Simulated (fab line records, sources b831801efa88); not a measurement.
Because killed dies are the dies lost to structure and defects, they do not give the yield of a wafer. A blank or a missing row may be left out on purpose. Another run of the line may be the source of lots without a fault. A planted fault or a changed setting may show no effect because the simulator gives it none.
Which tool was responsible?    flow gf180mcu    6 lots, 18 wafers sampled, at 3 steps of a route of 602

== WHAT THE GAUGES SHOWED, per wafer ==
GF_HV_LDD_THK_MEAS_57.
lot   measured      on             HV_LDD_CVD_56_THK (nm)
L822  day 13 09:44  film metro-01  90.6 89.8 91.1
L824  day 14 03:50  film metro-01  90.7 91.4 91.4
L829  day 16 04:21  film metro-03  91.9 91.4 91.9
L832  day 17 01:36  film metro-01  85.1 84.7 85.2
L834  day 17 23:35  film metro-01  86.6 86.3 86.6
L842  day 20 07:16  film metro-01  90.4 90.2 90.9

== EACH LOT AND THE TOOL THAT RAN IT (in order: tool; ch and the chambers of the sampled wafers; start) ==
lot   GF_VT_IMPLANT_RTA_45              GF_HV_LDD_CVD_56
L822  rtp anneal-01 ch 0, day 8 09:49   lpcvd-02 ch 1, day 13 08:18
L824  rtp anneal-01 ch 0, day 8 21:28   lpcvd-02 ch 0, day 14 02:24
L829  rtp anneal-01 ch 0, day 10 12:20  lpcvd-02 ch 1, day 16 02:12
L832  rtp anneal-02 ch 0, day 11 05:59  lpcvd-02 ch 0, day 17 00:09
L834  rtp anneal-02 ch 0, day 11 19:38  lpcvd-02 ch 1, day 17 22:09
L842  rtp anneal-02 ch 0, day 14 01:13  lpcvd-01 ch 1, day 20 05:51
- GF_VT_IMPLANT_RTA_45: time 30 s.
- GF_HV_LDD_CVD_56: deposits Si3N4 from DCS/NH3, target thk 90 nm, time 1543 s.

== THE ANSWER, worked out from the rows above alone ==
Rule: usual is defined by the lots themselves. Put in order of their means at a reading, lots are off if they are a third of the lots or fewer, leave a main group of 4 or more, and stand apart from it by a gap of 3 or more times the standard deviation of the main group's means; of several such gaps the widest counts. If all means in a main group match to the digits the tables above print for the reading, that group is not used. A lot without any number at a reading at which 4 lots or more have one is off too. All remaining lots with rows at the step are treated as sound.
Off: L832, L834, at GF_HV_LDD_THK_MEAS_57 (HV_LDD_CVD_56_THK). The main group: mean 91.0 nm, standard deviation 0.52.
If a tool, at a process step before that reading, ran all the lots that are off and no sound lot after the first of them, it fits. The gauges at GF_HV_LDD_THK_MEAS_57 are tried like those tools. One fits: lpcvd-02 at GF_HV_LDD_CVD_56. A fault onset in the window from L829 (day 16 02:12, its last sound lot) to L832 (day 17 00:09, its first lot off) fits.

== WHAT WAS PUT IN BY THE SIMULATOR ==
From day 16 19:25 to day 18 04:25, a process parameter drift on lpcvd-02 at GF_HV_LDD_CVD_56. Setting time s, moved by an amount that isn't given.
Shown lots that were struck: L832, L834. Same finding as the rule above.
